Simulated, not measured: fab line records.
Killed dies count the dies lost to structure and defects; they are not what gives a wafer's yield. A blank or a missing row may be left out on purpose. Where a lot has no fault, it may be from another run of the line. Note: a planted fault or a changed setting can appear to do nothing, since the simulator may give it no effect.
The tool behind it: which one? ; flow gf180mcu ; 11 lots with 33 wafers sampled at 3 steps, on a route of 602 steps

## WHAT EACH GAUGE READ, for each wafer
GF_NSD_TW_MEAS_12.
lot;measured;on;NSD_TW
L992;day 12 23:49;film-metro-01;4204 4220 4208
L995;day 14 15:14;film-metro-04;4245 4236 4250
L997;day 15 03:48;film-metro-01;4227 4253 4256
L100;day 16 15:55;film-metro-03;4230 4246 4245
L101;day 16 15:30;film-metro-04;4220 4228 4241
L102;day 16 17:52;film-metro-03;4253 4276 4254
L103;day 17 04:54;film-metro-01;4177 4202 4212
L105;day 18 04:00;film-metro-03;4243 4252 4247
L107;day 18 17:43;film-metro-04;4223 4233 4221
L108;day 18 18:23;film-metro-04;4251 4203 4230
L113;day 20 19:30;film-metro-04;4214 4232 4243

## EACH LOT AND THE TOOL THAT RAN IT (in order: tool; ch and the chambers of the sampled wafers; start)
lot;GF_DNWELL_STRIP_08;GF_NWELL_STRIP_10
L992;plasma-asher-01 ch 0,1, day 2 19:00;plasma-asher-02 ch 0,1, day 3 06:57
L995;plasma-asher-04 ch 1, day 3 14:32;plasma-asher-01 ch 0, day 4 03:38
L997;plasma-asher-01 ch 0,1, day 4 00:42;plasma-asher-02 ch 0, day 4 13:56
L100;plasma-asher-01 ch 0,1, day 4 18:09;plasma-asher-02 ch 0,1, day 5 08:31
L101;plasma-asher-04 ch 0,1, day 4 21:27;plasma-asher-02 ch 0,1, day 5 11:08
L102;plasma-asher-01 ch 0,1, day 4 23:59;plasma-asher-03 ch 0,1, day 5 14:51
L103;plasma-asher-03 ch 0,1, day 5 06:54;plasma-asher-03 ch 0,1, day 5 20:17
L105;plasma-asher-01 ch 0,1, day 5 20:20;plasma-asher-01 ch 0,1, day 6 10:53
L107;plasma-asher-01 ch 0,1, day 6 03:28;plasma-asher-01 ch 0,1, day 6 18:48
L108;plasma-asher-03 ch 0,1, day 6 07:16;plasma-asher-02 ch 0,1, day 6 21:56
L113;plasma-asher-04 ch 0,1, day 7 10:02;plasma-asher-02 ch 0,1, day 8 04:40
- GF_DNWELL_STRIP_08: strips in O2/N2.
- GF_NWELL_STRIP_10: strips in O2/N2.

## THE ANSWER, worked out from the rows above alone
Rule: the usual values come from the lots themselves. The widest of any qualifying gaps counts: lots, ordered by their means at a reading, are off when they make up no more than a third of the lots, leave a main group of 4 or more, and stand apart from it by 3 or more times the standard deviation of that group's means. A main group is skipped when, at the precision printed for the reading in the tables above, its means are all equal. A lot without any number at a reading at which 4 lots or more have one is off too. Where the step has rows for the other lots, those lots are counted as sound.
None of the lots is off at any reading shown; this tells nothing.

## WHAT THE SIMULATOR HAD INSERTED
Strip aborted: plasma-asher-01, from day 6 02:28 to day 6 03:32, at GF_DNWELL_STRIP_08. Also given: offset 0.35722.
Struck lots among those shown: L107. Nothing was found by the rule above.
